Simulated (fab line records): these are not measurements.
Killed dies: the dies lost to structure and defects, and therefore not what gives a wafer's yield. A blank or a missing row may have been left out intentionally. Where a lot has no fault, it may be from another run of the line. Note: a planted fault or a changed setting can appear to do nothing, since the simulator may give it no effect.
fab line records	flow gf180mcu	part 2 of 2: steps 33 to 43 of 43
[record] lots = 5	wafers = 15	last-day = 34
route steps=602 shown HV_LDD@194 NSD@235
lots that met no fault: from a run of the same line without faults
start-h: hours from the record's first day to the start of the lot's first wafer shown	wait-h: hours elapsed since this lot's preceding step	" unchanged from the row above	L1.1+2: several wafers, shown together as one row	- no value present, or no start provided	* or withheld: withheld	< > ~ a bound
route shown NAME@n: names a module that has steps shown in the file, with the first one's number in the route	usual: mean and standard deviation over wafers with no fault	same: alike in all rows	chamber/n: place in a boat	sites: the reading at each site	_std_site: how widely they spread, as a standard deviation	_edge_site: mean of outer sites minus mean of inner sites	radius-mm: how far each site lies from the wafer's centre	mask NAME#n: copy n	behind: the tool/chamber that last shaped the wafer	hold: why the lot went on hold/how many hours it stayed there/how the hold came to an end	device: the n, p or np transistor that did not switch	end of line: the same wafers' tests at the end of the route	a step given without rows: its recipe and nothing more	killed: at the first sort, the dies lost to defects and structure; wafer yield is something else	map: a wafer's dies, marking killed ones x, the rest . and places with no die _
set.NAME: setting as actually run; set.NAME@STEP: the setting as run at that earlier step	model.NAME: the simulator's own value behind a step, which no gauge read
lots at selected steps of the route; one table per step, one row per wafer
services: a tool's chamber out of use, with start hour (start-h, from the record's first day; less than 0 if before it), hours out, and reason
[[steps]]
[step GF_HV_LDD_TW_MEAS_50]
[usual] HV_LDD_4_TW = 568/3.9
lot.wafer	tool	chamber	start-h	wait-h	HV_LDD_4_TW
L079.1	film-metro-01	-	312.91	0.1	572
L079.2	"	-	"	"	571
L079.4	"	-	"	"	570
L088.1	film-metro-01	-	402.05	0.1	573
L088.3	"	-	"	"	571
L088.6	"	-	"	"	574
L092.1	film-metro-04	-	429.26	0.1	569
L092.2	"	-	"	"	571
L092.4	"	-	"	"	570
L093.1	film-metro-01	-	435.96	0.1	566
L093.4	"	-	"	"	567
L093.5	"	-	"	"	566
L094.2	film-metro-02	-	444.17	0.1	564
L094.4	"	-	"	"	561
L094.6	"	-	"	"	563
[step GF_HV_LDD_CLEAN_51]
[recipe] chemistry = SC1/SC2	mix = 1:4:20	temp-c = 70	time-s = 150	dry = n2-spin
lot.wafer	tool	chamber	start-h	wait-h
L079.1+2+4	wet-bench-01	0	312.97	0.1
L088.1+3+6	wet-bench-02	0	402.11	0.1
L092.1+2+4	wet-bench-01	3	429.32	0.1
L093.1+4+5	wet-bench-01	3	436.02	0.1
L094.2+4+6	wet-bench-02	0	444.22	0.0
[step GF_HV_LDD_RTA_52]
[recipe] temp-c = 1000	time-s = 10.41	ambient = N2
[usual] chamber-o2-ppm = 2.002/0.023	lamp-power-pct = 34.5/1.3	wafer_temp_C_max = 1006.3/2.6
lot.wafer	tool	chamber	start-h	wait-h	chamber-o2-ppm	lamp-power-pct	wafer_temp_C_max
L079.1	rtp-anneal-02	0	313.02	0.0	2.012	35.6	1009.3
L079.2	"	0	"	"	2.043	35.7	1009.1
L079.4	"	0	"	"	2.037	35.7	1005.6
L088.1	rtp-anneal-01	0	402.16	0.0	1.988	33.1	1003.1
L088.3	"	0	"	"	2.037	33.2	1003.2
L088.6	"	0	"	"	2.014	33.1	1003.0
L092.1	rtp-anneal-01	0	429.38	0.0	1.948	33.1	1004.1
L092.2	"	0	"	"	2.002	33.2	1003.8
L092.4	"	0	"	"	1.961	33.2	1003.4
L093.1	rtp-anneal-01	0	436.08	0.0	2.020	33.1	1004.0
L093.4	"	0	"	"	1.986	33.1	1003.0
L093.5	"	0	"	"	1.984	33.1	1004.1
L094.2	rtp-anneal-02	0	444.29	0.0	1.993	35.7	1007.2
L094.4	"	0	"	"	1.989	35.7	1006.3
L094.6	"	0	"	"	1.981	35.8	1010.3
[step GF_HV_LDD_RS_MEAS_53]
[recipe] thk-meas-gauge = four-point-probe
[usual] HV_LDD_RS = 418.1/0.93
lot.wafer	tool	chamber	start-h	wait-h	HV_LDD_RS[ohm/sq]
L079.1	film-metro-02	-	313.09	0.1	418.6
L079.2	"	-	"	"	418.1
L079.4	"	-	"	"	418.9
L088.1	film-metro-04	-	402.23	0.1	418.1
L088.3	"	-	"	"	418.3
L088.6	"	-	"	"	416.3
L092.1	film-metro-04	-	429.44	0.1	419.1
L092.2	"	-	"	"	418.1
L092.4	"	-	"	"	417.8
L093.1	film-metro-04	-	436.15	0.1	417.0
L093.4	"	-	"	"	417.8
L093.5	"	-	"	"	416.9
L094.2	film-metro-01	-	444.36	0.1	418.6
L094.4	"	-	"	"	419.8
L094.6	"	-	"	"	419.9
[step GF_HV_LDD_CVD_54]
[recipe] material = SiO2	target-thk-nm = 10	precursor = TEOS	temp-c = 680	time-s = 75	pressure-mtorr = 400
lot.wafer	tool	chamber	start-h	wait-h
L079.1+2+4	lpcvd-02	1	313.56	0.5
L088.1+3+6	lpcvd-02	0	402.82	0.6
L092.1+2+4	lpcvd-02	1	429.56	0.1
L093.1+4+5	lpcvd-01	1	436.27	0.1
L094.2+4+6	lpcvd-01	0	444.46	0.1
[step GF_HV_LDD_THK_MEAS_55]
[recipe] reads = SiO2_of_HV_LDD_CVD_54
[usual] HV_LDD_CVD_54_THK = 10.06/0.15
lot.wafer	tool	chamber	start-h	wait-h	HV_LDD_CVD_54_THK[nm]
L079.1	film-metro-02	-	314.58	0.0	10.09
L079.2	"	-	"	"	10.15
L079.4	"	-	"	"	10.04
L088.1	film-metro-02	-	403.84	0.0	9.95
L088.3	"	-	"	"	9.88
L088.6	"	-	"	"	9.86
L092.1	film-metro-04	-	430.58	0.0	10.11
L092.2	"	-	"	"	10.14
L092.4	"	-	"	"	9.97
L093.1	film-metro-02	-	437.29	0.0	9.98
L093.4	"	-	"	"	10.03
L093.5	"	-	"	"	10.07
L094.2	film-metro-01	-	446.00	0.0	10.08
L094.4	"	-	"	"	10.14
L094.6	"	-	"	"	10.11
[step GF_HV_LDD_CVD_56]
[recipe] material = Si3N4	precursor = DCS/NH3	target-thk-nm = 90	temp-c = 770	time-s = 1543	pressure-mtorr = 250
lot.wafer	tool	chamber	start-h	wait-h
L079.1+2+4	lpcvd-01	0	314.64	0.1
L088.1+3+6	lpcvd-01	0	403.90	0.1
L092.1+2+4	lpcvd-01	0	430.64	0.1
L093.1+4+5	lpcvd-02	1	437.35	0.1
L094.2+4+6	lpcvd-02	1	446.05	0.0
[step GF_HV_LDD_THK_MEAS_57]
[recipe] reads = Si3N4_of_HV_LDD_CVD_56
[usual] HV_LDD_CVD_56_THK = 90.2/1
lot.wafer	tool	chamber	start-h	wait-h	HV_LDD_CVD_56_THK[nm]
L079.1	film-metro-02	-	316.07	0.0	90.1
L079.2	"	-	"	"	89.8
L079.4	"	-	"	"	89.0
L088.1	film-metro-01	-	405.33	0.0	88.9
L088.3	"	-	"	"	89.1
L088.6	"	-	"	"	88.7
L092.1	film-metro-01	-	432.07	0.0	90.8
L092.2	"	-	"	"	90.8
L092.4	"	-	"	"	91.2
L093.1	film-metro-01	-	438.78	0.0	90.9
L093.4	"	-	"	"	90.6
L093.5	"	-	"	"	91.3
L094.2	film-metro-01	-	447.49	0.0	90.2
L094.4	"	-	"	"	90.3
L094.6	"	-	"	"	91.7
[step GF_HV_LDD_ETCHBACK_58]
[recipe] chemistry = CH3F/O2	target = Si3N4	stop-on = SiO2	source-w = 400	bias-w = 80	pressure-mtorr = 25	ch3f-flow-sccm = 40	O2_flow_sccm = 30	time-s = 100	target-depth-a = 900
[usual] O2_flow_sccm = 30.00/0.09	drypump-motor-current-A = 6.1/0.43	oes-product-au = 0.844/0.0068	throttle-valve-pct = 10.562/0.009
lot.wafer	tool	chamber	start-h	wait-h	O2_flow_sccm	drypump-motor-current-A	oes-product-au	rf-hours-counter-h	throttle-valve-pct
L079.1	rie-diel-03	3	316.13	0.1	30.08	5.6	0.838	27	10.558
L079.2	"	0	"	"	30.21	5.6	0.838	4	10.560
L079.4	"	1	"	"	29.95	5.8	0.835	69	10.566
L088.1	rie-diel-03	3	405.39	0.1	30.07	5.6	0.838	29	10.553
L088.3	"	2	"	"	30.02	6.4	0.836	5	10.558
L088.6	"	0	"	"	30.05	5.6	0.839	-	10.573
L092.1	rie-diel-03	3	432.13	0.1	29.94	5.7	0.845	30	10.554
L092.2	"	2	"	"	30.04	6.4	0.848	6	10.562
L092.4	"	0	"	"	29.98	5.6	0.845	7	10.565
L093.1	rie-diel-03	0	438.84	0.1	29.99	5.6	0.851	7	10.554
L093.4	"	3	"	"	30.04	5.7	0.850	30	10.557
L093.5	"	3	"	"	30.02	5.7	0.842	-	10.547
L094.2	rie-diel-02	0	447.54	0.0	30.02	6.3	0.837	72	10.545
L094.4	"	3	"	"	29.85	6.4	0.852	56	10.570
L094.6	"	0	"	"	30.03	6.3	0.855	-	10.572
[step GF_NSD_DEHYDRATE_00]
[recipe] temp-c = 200	time-s = 60
lot.wafer	tool	chamber	start-h	wait-h
L079.1+2+4	litho-track-04	0	325.85	9.7
L088.1+3+6	litho-track-04	0	416.65	11.2
L092.1+2+4	litho-track-02	0	444.35	12.2
L093.1+4+5	litho-track-03	0	450.24	11.4
L094.2+4+6	litho-track-02	0	459.03	11.5
[step GF_NSD_HMDS_01]
[recipe] prime-time-s = 60	prime-temp-c = 120
lot.wafer	tool	chamber	start-h	wait-h
L079.1+2+4	litho-track-04	0	326.00	0.1
L088.1+3+6	litho-track-04	0	416.80	0.1
L092.1+2+4	litho-track-02	0	444.50	0.1
L093.1+4+5	litho-track-03	0	450.39	0.1
L094.2+4+6	litho-track-02	0	459.18	0.1
[[services]]
tool	chamber	start-h	hours	kind
rie-diel-02	3	254.86	2.7	repair
plasma-asher-02	-	271.79	1.5	repair
implanter-03	-	271.86	6.1	pm
plasma-asher-03	-	274.44	1.0	repair
implanter-03	-	277.96	4.3	pm
rie-diel-03	-	281.95	2.8	pm
rie-diel-03	1	297.69	3.1	repair
rie-diel-02	0	303.26	1.4	repair
lpcvd-01	-	318.46	2.8	pm
implanter-04	-	324.32	30.0	pm
rie-diel-03	2	326.93	3.3	repair
iline-stepper-01	-	353.34	2.0	repair
implanter-04	-	354.35	2.5	pm
iline-stepper-02	-	355.29	2.1	pm
iline-stepper-02	-	357.26	5.6	repair
iline-stepper-02	-	357.37	-	consumable-replace:lamp
litho-track-04	-	374.68	-	consumable-replace:filter
iline-stepper-02	-	376.02	1.7	pm
rie-diel-03	0	393.65	4.7	repair
implanter-03	-	415.67	0.6	repair
plasma-asher-02	-	421.25	9.0	pm
iline-stepper-01	0	432.99	-	calibration
rie-diel-02	2	447.91	8.2	repair
implanter-02	-	449.40	1.5	repair
